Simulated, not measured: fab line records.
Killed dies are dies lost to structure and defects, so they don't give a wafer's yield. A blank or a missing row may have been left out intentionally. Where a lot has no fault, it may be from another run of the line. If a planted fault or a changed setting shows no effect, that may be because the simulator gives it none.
Which tool did it?    flow sky130    10 lots, 30 wafers sampled, at 5 steps of a route of 708

== WHAT EACH GAUGE READ, for each wafer ==
SKY_VIA3_OVL_MEAS_13.
lot   measured      on          VIA3_OVL (nm)
L613  day 39 22:34  overlay-01  -9 -1 -13
L615  day 40 11:35  overlay-02  -5 -10 -4
L616  day 41 01:44  overlay-01  8 2 4
L617  day 41 05:44  overlay-01  -4 -9 2
L625  day 43 16:31  overlay-01  8 8 5
L628  day 44 05:52  overlay-02  0 -4 -4
L629  day 44 12:10  overlay-01  -12 -8 -10
L632  day 45 03:56  overlay-01  2 0 2
L634  day 45 17:06  overlay-01  -7 -8 -7
L635  day 45 23:44  overlay-02  -6 3 2

SKY_VIA3_RS_MEAS_22: a four-point-probe measurement.
lot   measured      on             VIA3_W_RS (ohm/sq)
L613  day 39 23:31  film_metro-03  0.2973 0.2953 0.2985
L615  day 40 12:30  film_metro-03  0.2947 0.2902 0.2972
L616  day 41 02:39  film_metro-04  0.2971 0.2927 0.2958
L617  day 41 06:39  film_metro-02  0.2951 0.2973 0.2901
L625  day 43 17:32  film_metro-04  0.2660 0.2664 0.2922
L628  day 44 06:50  film_metro-02  0.2950 0.2969 0.3008
L629  day 44 13:07  film_metro-03  0.2947 0.2968 0.2976
L632  day 45 05:01  film_metro-03  0.2877 0.2901 0.2915
L634  day 45 18:04  film_metro-03  0.2930 0.2971 0.2937
L635  day 46 00:44  film_metro-04  0.2981 0.2952 0.2986

SKY_VIA3_THK_MEAS_23: measures by xrf.
lot   measured      on             VIA3_W_THK (nm)
L613  day 39 23:37  film_metro-03  384 387 383
L615  day 40 12:37  film_metro-03  386 392 381
L616  day 41 02:46  film_metro-04  377 380 376
L617  day 41 06:46  film_metro-02  379 376 388
L625  day 43 17:40  film_metro-04  417 419 385
L628  day 44 06:56  film_metro-02  373 371 367
L629  day 44 13:12  film_metro-03  382 382 377
L632  day 45 05:08  film_metro-03  396 392 390
L634  day 45 18:10  film_metro-03  388 383 388
L635  day 46 00:51  film_metro-04  379 381 377

== WHICH TOOL RAN EACH LOT (tool, then ch and the chambers of the sampled wafers, then the start) ==
lot   SKY_METAL3_STRIP_19                   SKY_VIA3_CVD_21
L613  plasma_asher-03 ch 0,1, day 38 20:28  cvd_w-02 ch 0,1, day 39 23:23
L615  plasma_asher-01 ch 1, day 39 09:27    cvd_w-01 ch 0,1, day 40 12:22
L616  plasma_asher-03 ch 0,1, day 40 00:06  cvd_w-01 ch 0,1, day 41 02:32
L617  plasma_asher-03 ch 0,1, day 40 04:06  cvd_w-02 ch 0,1, day 41 06:32
L625  plasma_asher-03 ch 0,1, day 42 15:22  cvd_w-01 ch 1, day 43 17:18
L628  plasma_asher-04 ch 0,1, day 43 06:14  cvd_w-02 ch 0,1, day 44 06:42
L629  plasma_asher-04 ch 0,1, day 43 12:32  cvd_w-02 ch 0,1, day 44 12:58
L632  plasma_asher-01 ch 0,1, day 44 04:13  cvd_w-02 ch 1, day 45 04:46
L634  plasma_asher-04 ch 0,1, day 44 18:02  cvd_w-01 ch 0,1, day 45 17:57
L635  plasma_asher-03 ch 0,1, day 45 01:12  cvd_w-01 ch 0,1, day 46 00:35
- SKY_METAL3_STRIP_19: strips in O2/N2.
- SKY_VIA3_CVD_21: deposits W, target thk 390 nm, time 117.31 s.

== AS READ BY THE TOOLS THEMSELVES (means over the sampled wafers that have a number; for cases with no such wafer, the mark the record gives instead) ==
SKY_METAL3_STRIP_19.
lot   tool             drypump_motor_current_A (A)  oes_product_au (a.u.)  strip_time_to_endpoint_s (s)
L613  plasma_asher-03  5.9                          0.507                  6.64
L615  plasma_asher-01  5.9                          0.506                  6.66
L616  plasma_asher-03  5.8                          0.497                  6.46
L617  plasma_asher-03  5.9                          0.503                  6.57
L625  plasma_asher-03  5.9                          0.507                  6.55
L628  plasma_asher-04  5.5                          0.508                  6.65
L629  plasma_asher-04  5.5                          0.508                  6.59
L632  plasma_asher-01  5.9                          0.507                  6.65
L634  plasma_asher-04  5.5                          0.504                  6.56
L635  plasma_asher-03  5.7                          0.509                  6.64

SKY_VIA3_CVD_21.
lot   tool      heater_power_w (W)  susceptor_temp_C (C)
L613  cvd_w-02  839                 399.95
L615  cvd_w-01  818                 400.05
L616  cvd_w-01  762                 400.02
L617  cvd_w-02  845                 399.74
L625  cvd_w-01  859                 400.13
L628  cvd_w-02  852                 399.71
L629  cvd_w-02  848                 400.00
L632  cvd_w-02  862                 400.03
L634  cvd_w-01  801                 400.07
L635  cvd_w-01  809                 400.18

== THE ANSWER, worked out from the rows above alone ==
Rule: usual is defined by the lots themselves. The widest of any qualifying gaps counts: lots, ordered by their means at a reading, are off when they make up no more than a third of the lots, leave a main group of 4 or more, and stand apart from it by 3 or more times the standard deviation of that group's means. A main group is skipped when, at the precision printed for the reading in the tables above, its means are all equal. Also off: a lot with no number at a reading for which 4 or more lots have one. The other lots that the step has rows for count as sound. First the gauges in route order, then the tools' own readings, where a lot's mean is used as printed above. At the first step where some lot is off, the reading lying furthest off is the one used; lots without a number count as furthest.
Off: L625, at SKY_VIA3_RS_MEAS_22 (VIA3_W_RS). For the main group the mean is 0.2951 ohm/sq and the standard deviation 0.0023.
A tool fits if, at a process step before that reading, it ran every lot that is off, and no sound lot after the first of them. The gauges at SKY_VIA3_RS_MEAS_22 are tried like those tools. Of those tried, none fits.

== WHAT HAD BEEN PUT IN BY THE SIMULATOR ==
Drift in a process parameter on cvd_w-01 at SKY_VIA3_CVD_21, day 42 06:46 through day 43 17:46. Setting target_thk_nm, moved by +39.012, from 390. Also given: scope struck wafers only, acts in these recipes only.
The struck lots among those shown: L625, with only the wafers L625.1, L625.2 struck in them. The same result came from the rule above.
